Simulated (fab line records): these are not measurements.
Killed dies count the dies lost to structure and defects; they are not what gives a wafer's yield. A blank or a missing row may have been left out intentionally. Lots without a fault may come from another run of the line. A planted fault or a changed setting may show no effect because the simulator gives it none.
What tool caused it? || flow gf180mcu || 15 lots (45 wafers sampled), 1 step of a 602-step route

## WHAT THE GAUGES SHOWED, per wafer
GF_STI_THK_MEAS_30.
{"lot": "L718", "measured": "day 2 13:54", "on": "film-metro-04", "STI_OXIDATION_02_THK (nm)": "9.63 9.70 9.74"}
{"lot": "L719", "measured": "day 2 18:07", "on": "film-metro-04", "STI_OXIDATION_02_THK (nm)": "10.07 10.03 10.29"}
{"lot": "L721", "measured": "day 3 02:19", "on": "film-metro-04", "STI_OXIDATION_02_THK (nm)": "10.16 10.03 10.05"}
{"lot": "L722", "measured": "day 3 08:23", "on": "film-metro-03", "STI_OXIDATION_02_THK (nm)": "10.07 9.60 10.01"}
{"lot": "L723", "measured": "day 3 12:55", "on": "film-metro-04", "STI_OXIDATION_02_THK (nm)": "9.67 9.72 9.81"}
{"lot": "L724", "measured": "day 3 18:05", "on": "film-metro-03", "STI_OXIDATION_02_THK (nm)": "9.62 9.50 9.64"}
{"lot": "L725", "measured": "day 3 23:52", "on": "film-metro-03", "STI_OXIDATION_02_THK (nm)": "9.78 9.71 9.68"}
{"lot": "L726", "measured": "day 4 06:13", "on": "film-metro-04", "STI_OXIDATION_02_THK (nm)": "9.98 10.05 10.13"}
{"lot": "L727", "measured": "day 4 10:40", "on": "film-metro-04", "STI_OXIDATION_02_THK (nm)": "10.08 9.94 10.03"}
{"lot": "L728", "measured": "day 4 16:10", "on": "film-metro-04", "STI_OXIDATION_02_THK (nm)": "9.85 9.87 9.95"}
{"lot": "L729", "measured": "day 4 20:17", "on": "film-metro-03", "STI_OXIDATION_02_THK (nm)": "10.05 9.97 9.93"}
{"lot": "L732", "measured": "day 5 18:26", "on": "film-metro-01", "STI_OXIDATION_02_THK (nm)": "9.77 9.82 9.52"}
{"lot": "L738", "measured": "day 6 20:00", "on": "film-metro-01", "STI_OXIDATION_02_THK (nm)": "9.84 9.70 9.84"}
{"lot": "L737", "measured": "day 6 20:04", "on": "film-metro-01", "STI_OXIDATION_02_THK (nm)": "9.66 9.75 9.52"}
{"lot": "L739", "measured": "day 7 01:08", "on": "film-metro-01", "STI_OXIDATION_02_THK (nm)": "9.77 10.06 9.70"}

## WHICH TOOL RAN EACH LOT (tool, then ch and the chambers of the sampled wafers, then the start)
The record shows no process step preceding these readings.

## WHAT THE TOOLS THEMSELVES READ (means of the sampled wafers that have a number; where no wafer has one, the mark that the record gives instead)
The record holds no such reading with a usual standard deviation.

## THE ANSWER, worked out from the rows above alone
Rule: the lots themselves supply what counts as usual. Put in order of their means at a reading, lots are off if they are a third of the lots or fewer, leave a main group of 4 or more, and stand apart from it by a gap of 3 or more times the standard deviation of the main group's means; of several such gaps the widest counts. The tables above print the reading to a certain number of digits; a main group whose means all agree to those digits is not used. Also off: a lot with no number at a reading for which 4 or more lots have one. Where the step has rows for the other lots, those lots are counted as sound. After the gauges, taken in route order, come the tools' own readings; for these a lot's mean is taken, as printed above. At the first step where some lot is off, the reading lying furthest off is the one used; lots without a number count as furthest.
Across all readings shown, no lot is off: no conclusion can be drawn from this.

## WHAT THE SIMULATOR HAD INSERTED
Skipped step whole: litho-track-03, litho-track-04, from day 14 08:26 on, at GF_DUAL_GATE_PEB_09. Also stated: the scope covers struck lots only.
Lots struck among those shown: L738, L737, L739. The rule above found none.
